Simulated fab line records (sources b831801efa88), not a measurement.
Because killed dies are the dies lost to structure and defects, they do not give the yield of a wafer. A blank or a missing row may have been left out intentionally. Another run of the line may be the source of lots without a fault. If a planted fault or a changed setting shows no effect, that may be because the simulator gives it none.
Commonality check across tools :: flow gf180mcu :: 13 lots and 39 wafers in the sample

## THE REASON FOR OPENING IT
GF_NWELL_TW_MEAS_11, reading NWELL_TW: flagged on 1 of 13 lots. Fault-free wafers read 1578, with a standard deviation of 13.
Rule: a lot is flagged when every wafer of it that has a number lies more than 4 standard deviations from that mean, or none has a number. The rest of the lots are taken to be sound.

lot: L291
measured: day 3 07:35
on: film_metro-03
NWELL_TW, wafer by wafer: 1585 1579 1585
flag: 

lot: L292
measured: day 3 12:50
on: film_metro-03
NWELL_TW, wafer by wafer: 1574 1576 1578
flag: 

lot: L293
measured: day 3 17:28
on: film_metro-02
NWELL_TW, wafer by wafer: 1557 1559 1552
flag: 

lot: L296
measured: day 4 10:17
on: film_metro-03
NWELL_TW, wafer by wafer: 30 30 30
flag: FLAGGED

lot: L300
measured: day 5 08:41
on: film_metro-03
NWELL_TW, wafer by wafer: 1574 1570 1577
flag: 

lot: L306
measured: day 6 17:24
on: film_metro-02
NWELL_TW, wafer by wafer: 1563 1561 1567
flag: 

lot: L308
measured: day 7 04:04
on: film_metro-04
NWELL_TW, wafer by wafer: 1589 1590 1584
flag: 

lot: L309
measured: day 7 09:47
on: film_metro-02
NWELL_TW, wafer by wafer: 1559 1563 1559
flag: 

lot: L310
measured: day 7 14:53
on: film_metro-02
NWELL_TW, wafer by wafer: 1553 1555 1555
flag: 

lot: L311
measured: day 7 20:58
on: film_metro-04
NWELL_TW, wafer by wafer: 1603 1594 1595
flag: 

lot: L312
measured: day 8 03:14
on: film_metro-03
NWELL_TW, wafer by wafer: 1568 1569 1576
flag: 

lot: L313
measured: day 8 09:34
on: film_metro-04
NWELL_TW, wafer by wafer: 1588 1588 1585
flag: 

lot: L314
measured: day 8 15:44
on: film_metro-02
NWELL_TW, wafer by wafer: 1567 1565 1569
flag: 
The numbers of the flagged lots are 30 on average: -1548 against the usual, or -99 or more standard deviations.

## EACH LOT AND THE TOOL IT RAN ON
3 process steps preceding the reading are held in the record, out of 602 steps in the route. Each cell gives the tool, then ch followed by the chambers the sampled wafers passed through, then the start.
lot: L291
flag: 
GF_STI_ETCH_14: rie_si-01 ch 0,1,2, day 2 01:41
GF_DNWELL_STRIP_08: plasma_asher-01 ch 0, day 2 18:50
GF_NWELL_EXPOSE_04: iline_stepper-01 ch 0, day 3 00:57

lot: L292
flag: 
GF_STI_ETCH_14: rie_si-02 ch 0,2, day 2 06:37
GF_DNWELL_STRIP_08: plasma_asher-02 ch 0,1, day 2 23:43
GF_NWELL_EXPOSE_04: iline_stepper-01 ch 0, day 3 05:56

lot: L293
flag: 
GF_STI_ETCH_14: rie_si-02 ch 0,1,3, day 2 11:35
GF_DNWELL_STRIP_08: plasma_asher-02 ch 0,1, day 3 03:59
GF_NWELL_EXPOSE_04: iline_stepper-01 ch 0, day 3 10:59

lot: L296
flag: FLAGGED
GF_STI_ETCH_14: rie_si-02 ch 0,1,2, day 3 03:14
GF_DNWELL_STRIP_08: plasma_asher-01 ch 0,1, day 3 20:36
GF_NWELL_EXPOSE_04: iline_stepper-02 ch 0, day 4 03:36

lot: L300
flag: 
GF_STI_ETCH_14: rie_si-01 ch 0,1, day 4 00:07
GF_DNWELL_STRIP_08: plasma_asher-04 ch 0,1, day 4 18:19
GF_NWELL_EXPOSE_04: iline_stepper-01 ch 0, day 5 01:32

lot: L306
flag: 
GF_STI_ETCH_14: rie_si-01 ch 1,2,3, day 5 06:29
GF_DNWELL_STRIP_08: plasma_asher-02 ch 0,1, day 6 01:35
GF_NWELL_EXPOSE_04: iline_stepper-01 ch 0, day 6 09:31

lot: L308
flag: 
GF_STI_ETCH_14: rie_si-02 ch 0,2,3, day 5 17:04
GF_DNWELL_STRIP_08: plasma_asher-01 ch 0,1, day 6 12:04
GF_NWELL_EXPOSE_04: iline_stepper-02 ch 0, day 6 19:52

lot: L309
flag: 
GF_STI_ETCH_14: rie_si-02 ch 0,2,3, day 5 21:55
GF_DNWELL_STRIP_08: plasma_asher-01 ch 0,1, day 6 17:44
GF_NWELL_EXPOSE_04: iline_stepper-02 ch 0, day 7 02:03

lot: L310
flag: 
GF_STI_ETCH_14: rie_si-02 ch 1,2,3, day 6 02:25
GF_DNWELL_STRIP_08: plasma_asher-02 ch 0,1, day 6 22:19
GF_NWELL_EXPOSE_04: iline_stepper-02 ch 0, day 7 07:02

lot: L311
flag: 
GF_STI_ETCH_14: rie_si-02 ch 1,2,3, day 6 08:11
GF_DNWELL_STRIP_08: plasma_asher-02 ch 0,1, day 7 04:37
GF_NWELL_EXPOSE_04: iline_stepper-02 ch 0, day 7 12:38

lot: L312
flag: 
GF_STI_ETCH_14: rie_si-01 ch 0,2,3, day 6 14:12
GF_DNWELL_STRIP_08: plasma_asher-01 ch 0,1, day 7 10:26
GF_NWELL_EXPOSE_04: iline_stepper-02 ch 0, day 7 19:14

lot: L313
flag: 
GF_STI_ETCH_14: rie_si-01 ch 0,1, day 6 20:46
GF_DNWELL_STRIP_08: plasma_asher-01 ch 0, day 7 17:59
GF_NWELL_EXPOSE_04: iline_stepper-02 ch 0, day 8 02:04

lot: L314
flag: 
GF_STI_ETCH_14: rie_si-02 ch 0,1,3, day 7 00:56
GF_DNWELL_STRIP_08: plasma_asher-01 ch 0,1, day 7 23:29
GF_NWELL_EXPOSE_04: iline_stepper-02 ch 0, day 8 07:30
What the steps here do:
- GF_STI_ETCH_14: etches Si in HBr/Cl2/O2, target depth 360 nm, time 102.9 s.
- GF_DNWELL_STRIP_08: strips in O2/N2.
- GF_NWELL_EXPOSE_04: exposes mask Nwell, target cd 860 nm.
- GF_NWELL_TW_MEAS_11

## FLAGGED AGAINST TOTAL, ONE TOOL AT A TIME (gauges that did the reading follow at the end)
step: GF_STI_ETCH_14
tool: rie_si-01
lots run: 5
flagged: 0
share of the flagged lots: none
sound lots run after its first flagged lot: -

step: GF_STI_ETCH_14
tool: rie_si-02
lots run: 8
flagged: 1
share of the flagged lots: all
sound lots run after its first flagged lot: 5 (L308,L309,L310,L311,L314)

step: GF_DNWELL_STRIP_08
tool: plasma_asher-01
lots run: 7
flagged: 1
share of the flagged lots: all
sound lots run after its first flagged lot: 5 (L308,L309,L312,L313,L314)

step: GF_DNWELL_STRIP_08
tool: plasma_asher-02
lots run: 5
flagged: 0
share of the flagged lots: none
sound lots run after its first flagged lot: -

step: GF_DNWELL_STRIP_08
tool: plasma_asher-04
lots run: 1
flagged: 0
share of the flagged lots: none
sound lots run after its first flagged lot: -

step: GF_NWELL_EXPOSE_04
tool: iline_stepper-01
lots run: 5
flagged: 0
share of the flagged lots: none
sound lots run after its first flagged lot: -

step: GF_NWELL_EXPOSE_04
tool: iline_stepper-02
lots run: 8
flagged: 1
share of the flagged lots: all
sound lots run after its first flagged lot: 7 (L308,L309,L310,L311,L312,L313,L314)

step: GF_NWELL_TW_MEAS_11
tool: film_metro-02
lots run: 5
flagged: 0
share of the flagged lots: none
sound lots run after its first flagged lot: -

step: GF_NWELL_TW_MEAS_11
tool: film_metro-03
lots run: 5
flagged: 1
share of the flagged lots: all
sound lots run after its first flagged lot: 2 (L300,L312)

step: GF_NWELL_TW_MEAS_11
tool: film_metro-04
lots run: 3
flagged: 0
share of the flagged lots: none
sound lots run after its first flagged lot: -

## WHAT THE TABLE ALLOWS
4 rows of the table ran every flagged lot: rie_si-02 at GF_STI_ETCH_14, plasma_asher-01 at GF_DNWELL_STRIP_08, iline_stepper-02 at GF_NWELL_EXPOSE_04, film_metro-03 at GF_NWELL_TW_MEAS_11.
- rie_si-02 at GF_STI_ETCH_14 ran 8 lots, 1 of them flagged. Sound lots followed the first flagged one (L308, L309, L310, L311, L314) on it, something a lasting fault affecting the whole tool could not allow.
- plasma_asher-01 at GF_DNWELL_STRIP_08 ran 7 lots, 1 of them flagged. Sound lots followed the first flagged one (L308, L309, L312, L313, L314) on it, something a lasting fault affecting the whole tool could not allow.
- iline_stepper-02 at GF_NWELL_EXPOSE_04 ran 8 lots, 1 of them flagged. Sound lots followed the first flagged one (L308, L309, L310, L311, L312, L313, L314) on it, something a lasting fault affecting the whole tool could not allow.
- film_metro-03 at GF_NWELL_TW_MEAS_11 ran 5 lots, 1 of them flagged. Sound lots followed the first flagged one (L300, L312) on it, something a lasting fault affecting the whole tool could not allow.
No row of the table ran every flagged lot and no sound lot after the first.

## WHAT THE SIMULATOR HAD INSERTED
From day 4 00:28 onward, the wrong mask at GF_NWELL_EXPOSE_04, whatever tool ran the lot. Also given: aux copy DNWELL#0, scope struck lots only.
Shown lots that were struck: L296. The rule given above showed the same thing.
